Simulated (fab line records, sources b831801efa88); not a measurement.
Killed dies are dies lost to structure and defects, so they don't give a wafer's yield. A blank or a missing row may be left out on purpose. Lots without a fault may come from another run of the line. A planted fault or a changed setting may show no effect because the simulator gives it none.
A struck lot beside a sound one | flow sky130 | 43 steps out of a route of 708
Sound: wafers L961.1, L961.3, L961.5. Struck: wafer L971.5. (L971.3 of the same lot was not struck and is left out.) The cause comes at the end.
At each step with rows: each side's tool, then ch and its chambers, then its first start. Under that, the readings that differ: sound wafers | struck wafers | difference of the means | sigmas: that difference in standard deviations of wafers without a fault.
alike: readings whose means differ by less than 2 such deviations, and words and numbers that are the same on both sides. not compared: withheld readings, readings that some wafer has no value for, bounds like >300 that may hide the same value, and numbers for which the record gives no deviation and whose values overlap.
The two part at a step that has a row with sigmas, a row that says differs or no value, or rows on one side only. Numbers that don't overlap but have no deviation are shown without sigmas and don't part them. A reading that every wafer of one side lacks parts them only if that side has two wafers or more.

first, 3 steps without rows for these wafers: SKY_SONOS_ONO_WET_ETCH_18 (etches Si3N4 in H3PO4, target depth 15 nm, time 172 s); SKY_GATE_OXIDE_CLEAN_00 (cleans in SC1/SC2, time 150 s); SKY_GATE_OXIDE_OXIDATION_01 (stabilise 600 s, purge 300 s, target thk 10.268 nm).
SKY_GATE_OXIDE_THK_MEAS_02:
  sound on film_metro-03, day 15 13:13; struck on film_metro-03, day 18 21:30
  alike: GATE_OXIDE_OXIDATION_00_THK
then, 7 steps without rows for these wafers: SKY_GATE_OXIDE_DEHYDRATE_03 (time 60 s); SKY_GATE_OXIDE_HMDS_04 (prime time 60 s); SKY_GATE_OXIDE_COAT_05 (resist thk 1140 nm); SKY_GATE_OXIDE_SOFTBAKE_06 (time 60 s); SKY_GATE_OXIDE_EXPOSE_07 (exposes mask LVOM, target cd 600 nm); SKY_GATE_OXIDE_PEB_08; SKY_GATE_OXIDE_DEVELOP_09 (develop time 60 s).
SKY_GATE_OXIDE_OVL_MEAS_10:
  sound on overlay-01, day 16 17:16; struck on overlay-01, day 20 04:01
  alike: GATE_OXIDE_OVL
SKY_GATE_OXIDE_IMPLANT_11:
  sound on implanter-04 ch 0, day 16 17:19; struck on implanter-02 ch 0, day 20 04:05
  alike: dose_ions_cm2
then, 1 step without rows for these wafers: SKY_GATE_OXIDE_WET_ETCH_12 (etches SiO2 in dHF, target depth 16.8 nm, time 336 s).
SKY_GATE_OXIDE_STRIP_13: strips in O2/N2.
  sound on plasma_asher-04 ch 0,1, day 16 17:34; struck on plasma_asher-04 ch 0, day 20 04:20
  alike: drypump_motor_current_A, n2_flow_sccm, o2_flow_sccm, oes_product_au, strip_time_to_endpoint_s
  not compared: rf_hours_counter_h
SKY_GATE_OXIDE_TW_MEAS_14:
  sound on film_metro-04, day 16 17:40; struck on film_metro-04, day 20 04:25
  reading       | sound             | struck | difference | sigmas
  GATE_OXIDE_TW | 224.7 225.7 225.6 | 220.7  | -4.6       | -3
then, 3 steps without rows for these wafers: SKY_GATE_OXIDE_CLEAN_15 (cleans in SC1/SC2, time 150 s); SKY_GATE_OXIDE_OXIDATION_16 (stabilise 600 s, purge 300 s, target thk 3.57 nm); SKY_POLY_GATE_CVD_00 (deposits poly-Si, target thk 180 nm, time 720 s).
SKY_POLY_GATE_THK_MEAS_01:
  sound on film_metro-03, day 16 20:31; struck on film_metro-01, day 20 07:52
  alike: POLY_GATE_CVD_00_THK
then, 8 steps without rows for these wafers: SKY_RES_PROTECT_DEHYDRATE_00 (time 60 s); SKY_RES_PROTECT_HMDS_01 (prime time 60 s); SKY_RES_PROTECT_COAT_02 (resist thk 1140 nm); SKY_RES_PROTECT_SOFTBAKE_03 (time 60 s); SKY_RES_PROTECT_EXPOSE_04 (exposes mask RPM, target cd 1270 nm); SKY_RES_PROTECT_PEB_05; SKY_RES_PROTECT_DEVELOP_06 (develop time 60 s); SKY_POLY_GATE_IMPLANT_02.
SKY_RES_PROTECT_STRIP_07: strips in O2/N2.
  sound on plasma_asher-04 ch 1, day 18 00:07; struck on plasma_asher-04 ch 1, day 21 14:38
  reading                      | sound             | struck | difference | sigmas
  strip_time_to_endpoint_s (s) | 23.38 23.33 23.31 | 23.25  | -0.09      | -2
  alike: drypump_motor_current_A, n2_flow_sccm, o2_flow_sccm, oes_product_au
  not compared: rf_hours_counter_h
SKY_RES_PROTECT_TW_MEAS_08:
  sound on film_metro-01, day 18 00:13; struck on film_metro-01, day 21 14:43
  alike: POLY_GATE_TW
then, 2 steps without rows for these wafers: SKY_RES_PROTECT_CLEAN_09 (cleans in SC1/SC2, time 150 s); SKY_POLY_GATE_CVD_03 (deposits Si3N4 from DCS/NH3, target thk 75 nm, time 1290 s).
SKY_POLY_GATE_THK_MEAS_04:
  sound on film_metro-03, day 18 01:50; struck on film_metro-01, day 21 16:18
  alike: POLY_GATE_CVD_03_THK
then, 8 steps without rows for these wafers: SKY_POLY_GATE_DEHYDRATE_05 (time 60 s); SKY_POLY_GATE_HMDS_06 (prime time 60 s); SKY_POLY_GATE_COAT_07 (resist thk 110 nm); SKY_POLY_GATE_COAT_08 (resist thk 450 nm); SKY_POLY_GATE_SOFTBAKE_09 (time 90 s); SKY_POLY_GATE_EXPOSE_10 (exposes mask P1M, target cd 150 nm); SKY_POLY_GATE_PEB_11; SKY_POLY_GATE_DEVELOP_12 (develop time 60 s).
SKY_POLY_GATE_CD_MEAS_13: target cd 150 nm.
  sound on cd_sem-02, day 19 08:13; struck on cd_sem-02, day 22 23:03
  alike: cd_nm
-- the record jumps here: 27 days lie between the struck wafers' starts before and after (it left off in module POLY_GATE and takes up again in module PAD_OPEN, whose first step shown is number 708 of the route) --
SKY_PAD_OPEN_PROBE_99:
  sound on prober-02, day 47 20:20; struck on prober-01, day 50 01:28
  reading                                           | sound                        | struck   | difference | sigmas
  model.etest.tip_p.rs_ohm_sq_range                 | 240 160.5 64.06              | 427      | +272       |
  model.etest.nfet_01v8.drive_ua_um_range           | 8.202 7.637 8.694            | 31.71    | +23.53     |
  model.etest.pfet_01v8.drive_ua_um_range           | 4.058 7.308 5.007            | 26.52    | +21.06     |
  model.etest.pfet_01v8.drive_ua_um_rim_less_centre | -0.9106 5.084 2.507          | -10.81   | -13.04     |
  model.etest.pfet_01v8_lvt.vt_v_range              | 0.0159 0.01573 0.01383       | 0.3303   | +0.3151    |
  model.etest.pfet_01v8.vt_v_range                  | 0.0108 0.009072 0.01769      | 0.127    | +0.114     |
  model.etest.pfet_01v8_lvt.vt_v_rim_less_centre    | -0.009814 -0.009991 -0.01184 | -0.05717 | -0.04662   |
  alike: killed_at_M0_to_M3, killed_at_M4_up, killed_at_contacts, killed_at_front_end, killed_at_other, killed_dies, killed_open, killed_short
  not compared: model.etest.nfet_01v8.drive_ua_um_rim_less_centre

WHERE THEY PART
First at SKY_GATE_OXIDE_TW_MEAS_14; last, within this record, at SKY_RES_PROTECT_STRIP_07. Later steps at which nothing parts them and some readings are alike: SKY_RES_PROTECT_TW_MEAS_08, SKY_POLY_GATE_THK_MEAS_04, SKY_POLY_GATE_CD_MEAS_13, SKY_PAD_OPEN_PROBE_99.

WHY: what the simulator had put in
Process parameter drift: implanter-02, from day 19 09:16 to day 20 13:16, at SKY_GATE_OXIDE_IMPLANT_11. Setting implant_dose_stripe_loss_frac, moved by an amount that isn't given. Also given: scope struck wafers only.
